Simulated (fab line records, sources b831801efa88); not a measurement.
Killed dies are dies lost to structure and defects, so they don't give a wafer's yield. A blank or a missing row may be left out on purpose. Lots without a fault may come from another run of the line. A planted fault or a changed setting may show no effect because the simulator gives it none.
Which tool did it? | flow sky130 | 24 lots, 72 wafers sampled, at 6 steps of a route of 708

WHAT THE GAUGES READ, wafer by wafer
SKY_POLY_GATE_THK_MEAS_01. Usual: POLY_GATE_CVD_00_THK 180.2 nm, standard deviation 1.7.
lot  | measured     | on            | POLY_GATE_CVD_00_THK (nm) | flag
L074 | day 13 18:10 | film_metro-03 | 180.4 181.8 180.3         |
L075 | day 14 07:32 | film_metro-03 | 178.9 179.0 180.3         |
L076 | day 14 15:16 | film_metro-04 | 179.2 179.7 178.9         |
L077 | day 15 03:09 | film_metro-01 | 179.2 180.0 179.5         |
L078 | day 15 14:38 | film_metro-03 | 176.8 176.1 176.5         |
L079 | day 16 03:04 | film_metro-04 | 180.2 181.3 181.3         |
L080 | day 16 09:22 | film_metro-03 | 179.1 179.7 178.0         |
L081 | day 16 09:22 | film_metro-04 | 177.7 178.0 177.4         |
L082 | day 16 20:15 | film_metro-03 | 180.0 181.0 180.5         |
L083 | day 17 05:59 | film_metro-04 | 183.1 183.9 182.5         |
L084 | day 17 19:50 | film_metro-04 | 180.2 179.7 180.2         |
L085 | day 18 00:17 | film_metro-03 | 182.1 181.2 183.1         |
L086 | day 18 05:08 | film_metro-03 | 179.8 181.9 181.3         |
L087 | day 18 14:41 | film_metro-04 | 182.5 181.7 183.2         |
L088 | day 18 21:25 | film_metro-01 | 180.5 179.8 180.6         |
L089 | day 19 08:32 | film_metro-01 | 181.1 180.8 179.5         |
L090 | day 19 12:58 | film_metro-03 | 180.9 179.3 182.2         |
L091 | day 19 22:36 | film_metro-01 | 178.3 178.9 178.4         |
L092 | day 20 09:37 | film_metro-03 | 180.0 181.3 180.4         |
L093 | day 20 18:22 | film_metro-04 | 181.9 182.4 183.4         |
L094 | day 20 21:44 | film_metro-01 | 178.3 178.6 178.7         |
L095 | day 21 11:20 | film_metro-04 | 182.1 183.3 183.3         |
L096 | day 21 15:49 | film_metro-01 | 177.9 178.5 177.4         |
L097 | day 22 02:04 | film_metro-04 | 179.1 180.7 181.5         |

SKY_VIA3_THK_MEAS_01. Usual: VIA3_HDPCVD_THK 1633 nm, standard deviation 16.
lot  | measured     | on            | VIA3_HDPCVD_THK (nm) | flag
L074 | day 38 13:12 | film_metro-03 | 1665 1628 1660       |
L075 | day 39 04:01 | film_metro-03 | 1621 1622 1639       |
L076 | day 39 08:51 | film_metro-03 | 1637 1620 1638       |
L077 | day 39 19:56 | film_metro-03 | 1637 1641 1633       |
L078 | day 40 09:43 | film_metro-03 | 1660 1664 1668       |
L079 | day 40 18:37 | film_metro-04 | 1652 1629 1624       |
L080 | day 41 00:25 | film_metro-03 | 1640 1651 1641       |
L081 | day 40 23:03 | film_metro-04 | 1658 1648 1646       |
L082 | day 41 10:01 | film_metro-01 | 1623 1621 1640       |
L083 | day 41 13:13 | film_metro-04 | 1621 1641 1618       |
L084 | day 42 04:39 | film_metro-01 | 1608 1614 1616       |
L085 | day 42 06:34 | film_metro-04 | 1632 1607 1637       |
L086 | day 42 14:12 | film_metro-03 | 1601 1639 1602       |
L087 | day 42 18:51 | film_metro-01 | 1604 1623 1595       |
L088 | day 43 00:41 | film_metro-03 | 1617 1646 1646       |
L089 | day 43 06:41 | film_metro-03 | 1627 1634 1616       |
L090 | day 43 08:43 | film_metro-03 | 1629 1643 1612       |
L091 | day 43 16:34 | film_metro-03 | 1652 1632 1632       |
L092 | day 44 03:37 | film_metro-04 | 1631 1610 1617       |
L093 | day 44 07:57 | film_metro-04 | 1659 1656 1651       |
L094 | day 44 14:02 | film_metro-03 | 1645 1615 1624       |
L095 | day 44 21:58 | film_metro-04 | 1657 1620 1612       |
L096 | day 45 00:06 | film_metro-01 | 1666 1629 1630       |
L097 | day 45 05:02 | film_metro-04 | 1627 1632 1614       |

SKY_METAL4_OVL_MEAS_14. Usual: METAL4_OVL 1 nm, standard deviation 5.
lot  | measured     | on         | METAL4_OVL (nm) | flag
L074 | day 41 19:35 | overlay-01 | -3 -4 0         |
L075 | day 42 08:29 | overlay-02 | -7 -3 -6        |
L076 | day 42 13:26 | overlay-01 | 13 14 6         |
L077 | day 43 00:23 | overlay-02 | 3 8 -1          |
L078 | day 43 14:28 | overlay-02 | 0 -3 -1         |
L079 | day 43 21:59 | overlay-01 | -2 1 3          |
L080 | day 44 02:41 | overlay-02 | -1 2 8          |
L081 | day 44 01:59 | overlay-01 | -2 -2 3         |
L082 | day 44 11:30 | overlay-01 | 8 3 3           |
L083 | day 44 14:46 | overlay-02 | 7 3 0           |
L084 | day 45 05:30 | overlay-02 | 1 2 -2          |
L085 | day 45 06:40 | overlay-01 | -1 -1 0         |
L086 | day 45 14:36 | overlay-02 | 5 -1 2          |
L087 | day 45 18:11 | overlay-01 | 3 -6 -3         |
L088 | day 45 22:20 | overlay-02 | 3 -3 -2         |
L089 | day 46 05:17 | overlay-01 | -12 -10 -1      |
L090 | day 46 05:56 | overlay-02 | 2 -1 4          |
L091 | day 46 12:29 | overlay-02 | 4 5 -5          |
L092 | day 46 21:15 | overlay-02 | 4 3 12          |
L093 | day 47 00:41 | overlay-01 | -1 -2 -3        |
L094 | day 47 05:59 | overlay-02 | 3 9 7           |
L095 | day 47 12:23 | overlay-01 | 0 6 2           |
L096 | day 47 15:09 | overlay-01 | 9 0 8           |
L097 | day 47 20:24 | overlay-02 | 5 12 4          |

SKY_PAD_OPEN_BOW_MEAS_13. Usual: PAD_OPEN_BOW 47 um, standard deviation 8.8.
lot  | measured     | on            | PAD_OPEN_BOW (um) | flag
L074 | day 45 21:54 | film_metro-03 | 33 28 30          |
L075 | day 46 08:53 | film_metro-02 | 55 66 68          |
L076 | day 46 12:46 | film_metro-03 | 42 49 31          |
L077 | day 46 20:05 | film_metro-04 | 50 46 46          |
L078 | day 47 07:06 | film_metro-02 | 41 44 38          |
L079 | day 47 14:10 | film_metro-03 | 54 64 58          |
L080 | day 47 19:32 | film_metro-02 | 41 34 63          |
L081 | day 47 18:53 | film_metro-04 | 42 48 46          |
L082 | day 48 03:26 | film_metro-03 | 47 64 41          |
L083 | day 48 07:21 | film_metro-04 | 58 64 55          |
L084 | day 48 21:13 | film_metro-03 | 55 57 54          |
L085 | day 48 21:35 | film_metro-03 | 32 48 35          |
L086 | day 49 05:24 | film_metro-02 | 44 33 37          |
L087 | day 49 08:39 | film_metro-04 | 53 46 45          |
L088 | day 49 11:15 | film_metro-04 | 59 40 49          |
L089 | day 49 16:48 | film_metro-04 | 40 42 29          |
L090 | day 49 17:46 | film_metro-02 | 40 45 37          |
L091 | day 50 00:59 | film_metro-03 | 46 62 49          |
L092 | day 50 06:29 | film_metro-04 | 40 40 46          |
L093 | day 50 08:58 | film_metro-03 | 42 45 45          |
L094 | day 50 12:53 | film_metro-03 | 48 36 39          |
L095 | day 50 18:56 | film_metro-04 | 42 44 49          |
L096 | day 50 20:46 | film_metro-02 | 41 46 58          |
L097 | day 51 00:36 | film_metro-03 | 50 57 47          |

WHICH TOOL RAN EACH LOT (tool, then ch and the chambers of the sampled wafers, then the start)
lot  | SKY_METAL2_SPUTTER_03        | SKY_METAL2_DESCUM_17
L074 | pvd_sputter-02, day 33 23:08 | rie_metal-02 ch 0,1, day 35 02:19
L075 | pvd_sputter-01, day 34 14:40 | rie_metal-03 ch 0,1, day 35 16:13
L076 | pvd_sputter-01, day 34 20:49 | rie_metal-01 ch 0,1, day 35 23:27
L077 | pvd_sputter-02, day 35 06:59 | rie_metal-03 ch 0,1, day 36 09:41
L078 | pvd_sputter-04, day 35 21:44 | rie_metal-02 ch 0,1, day 37 00:15
L079 | pvd_sputter-02, day 36 06:31 | rie_metal-01 ch 0, day 37 09:19
L080 | pvd_sputter-02, day 36 13:54 | rie_metal-01 ch 0,1, day 37 16:16
L081 | pvd_sputter-04, day 36 14:12 | rie_metal-02 ch 0,1, day 37 16:28
L082 | pvd_sputter-02, day 37 00:05 | rie_metal-03 ch 0,1, day 38 01:52
L083 | pvd_sputter-04, day 37 05:04 | rie_metal-03 ch 0,1, day 38 06:57
L084 | pvd_sputter-04, day 37 20:26 | rie_metal-01 ch 0,1, day 38 21:22
L085 | pvd_sputter-01, day 37 22:05 | rie_metal-03 ch 0,1, day 39 00:01
L086 | pvd_sputter-02, day 38 05:56 | rie_metal-03 ch 0,1, day 39 07:13
L087 | pvd_sputter-04, day 38 11:31 | rie_metal-01 ch 0,1, day 39 13:04
L088 | pvd_sputter-02, day 38 17:21 | rie_metal-01 ch 0, day 39 18:43
L089 | pvd_sputter-02, day 38 23:26 | rie_metal-03 ch 0,1, day 40 01:04
L090 | pvd_sputter-02, day 39 02:35 | rie_metal-01 ch 0, day 40 03:40
L091 | pvd_sputter-01, day 39 09:43 | rie_metal-01 ch 0,1, day 40 10:43
L092 | pvd_sputter-02, day 39 22:21 | rie_metal-03 ch 0,1, day 40 23:19
L093 | pvd_sputter-01, day 40 01:19 | rie_metal-02 ch 0,1, day 41 02:37
L094 | pvd_sputter-01, day 40 09:07 | rie_metal-01 ch 0,1, day 41 10:31
L095 | pvd_sputter-04, day 40 18:08 | rie_metal-01 ch 0,1, day 41 19:16
L096 | pvd_sputter-04, day 40 20:38 | rie_metal-02 ch 0,1, day 41 22:07
L097 | pvd_sputter-02, day 41 02:34 | rie_metal-02 ch 0,1, day 42 03:12
- SKY_METAL2_SPUTTER_03: material Ti, target thk 5 nm, time 3.3 s.
- SKY_METAL2_DESCUM_17: chemistry O2, time 8 s.

WHAT THE TOOLS THEMSELVES READ (means of the sampled wafers that have a number; where no wafer has one, the mark that the record gives instead)
SKY_METAL2_SPUTTER_03. Usual: throttle_valve_pct 29.6 %, standard deviation 0.81.
lot  | tool           | throttle_valve_pct (%) | flag
L074 | pvd_sputter-02 | 29.8                   |
L075 | pvd_sputter-01 | 30.0                   |
L076 | pvd_sputter-01 | 29.2                   |
L077 | pvd_sputter-02 | 29.6                   |
L078 | pvd_sputter-04 | 29.7                   |
L079 | pvd_sputter-02 | 29.5                   |
L080 | pvd_sputter-02 | 29.1                   |
L081 | pvd_sputter-04 | 30.5                   |
L082 | pvd_sputter-02 | 29.1                   |
L083 | pvd_sputter-04 | 29.8                   |
L084 | pvd_sputter-04 | 30.3                   |
L085 | pvd_sputter-01 | 29.4                   |
L086 | pvd_sputter-02 | 29.3                   |
L087 | pvd_sputter-04 | 30.4                   |
L088 | pvd_sputter-02 | 29.6                   |
L089 | pvd_sputter-02 | 29.1                   |
L090 | pvd_sputter-02 | 28.7                   |
L091 | pvd_sputter-01 | 29.6                   |
L092 | pvd_sputter-02 | 29.1                   |
L093 | pvd_sputter-01 | 29.3                   |
L094 | pvd_sputter-01 | 29.6                   |
L095 | pvd_sputter-04 | 29.8                   |
L096 | pvd_sputter-04 | 30.4                   |
L097 | pvd_sputter-02 | 29.5                   |

SKY_METAL2_DESCUM_17. Usual: drypump_motor_current_A 5.5 A, standard deviation 0.52; oes_product_au 1.005 a.u., standard deviation 0.0097; rf_fwd_power_W 146.7 W, standard deviation 0.76.
lot  | tool         | drypump_motor_current_A (A) | oes_product_au (a.u.) | rf_fwd_power_W (W) | flag
L074 | rie_metal-02 | 6.2                         | 1.005                 | 147.6              |
L075 | rie_metal-03 | 5.3                         | 1.002                 | 145.8              |
L076 | rie_metal-01 | 5.0                         | 1.005                 | 146.4              |
L077 | rie_metal-03 | 5.5                         | 1.009                 | 146.1              |
L078 | rie_metal-02 | 6.2                         | 0.990                 | 147.2              |
L079 | rie_metal-01 | 5.3                         | 1.009                 | 146.0              |
L080 | rie_metal-01 | 5.1                         | 1.000                 | 145.8              |
L081 | rie_metal-02 | 6.1                         | 1.003                 | 147.8              |
L082 | rie_metal-03 | 5.3                         | 1.020                 | 146.4              |
L083 | rie_metal-03 | 5.3                         | 1.013                 | 146.3              |
L084 | rie_metal-01 | 5.0                         | 1.001                 | 147.1              |
L085 | rie_metal-03 | 5.6                         | 1.013                 | 146.4              |
L086 | rie_metal-03 | 5.5                         | 1.010                 | 146.1              |
L087 | rie_metal-01 | 5.1                         | 1.003                 | 146.0              |
L088 | rie_metal-01 | 5.2                         | 1.005                 | 146.0              |
L089 | rie_metal-03 | 5.5                         | 1.003                 | 146.4              |
L090 | rie_metal-01 | 5.3                         | 1.002                 | 146.3              |
L091 | rie_metal-01 | 5.0                         | 0.992                 | 147.3              |
L092 | rie_metal-03 | 5.3                         | 1.017                 | 146.3              |
L093 | rie_metal-02 | 6.3                         | 1.008                 | 148.0              |
L094 | rie_metal-01 | 5.1                         | 1.008                 | 146.8              |
L095 | rie_metal-01 | 5.0                         | 0.995                 | 146.6              |
L096 | rie_metal-02 | 6.2                         | 0.992                 | 147.3              |
L097 | rie_metal-02 | 6.1                         | 1.000                 | 147.6              |

THE ANSWER, worked out from the rows above alone
Rule: a lot is off if the mean of its wafers that have a number lies more than 3 standard deviations from the usual mean. A lot without any number at a reading at which 4 lots or more have one is off too. The other lots that the step has rows for count as sound. The gauges are gone through in route order, then the tools' own readings, and for those a lot's mean is taken as printed above. The first step at which some lot is off is used, and at that step the reading that is off furthest; a lot without a number counts as furthest.
No lot is off at any reading shown: from this, nothing can be told.

WHAT THE SIMULATOR HAD PUT IN
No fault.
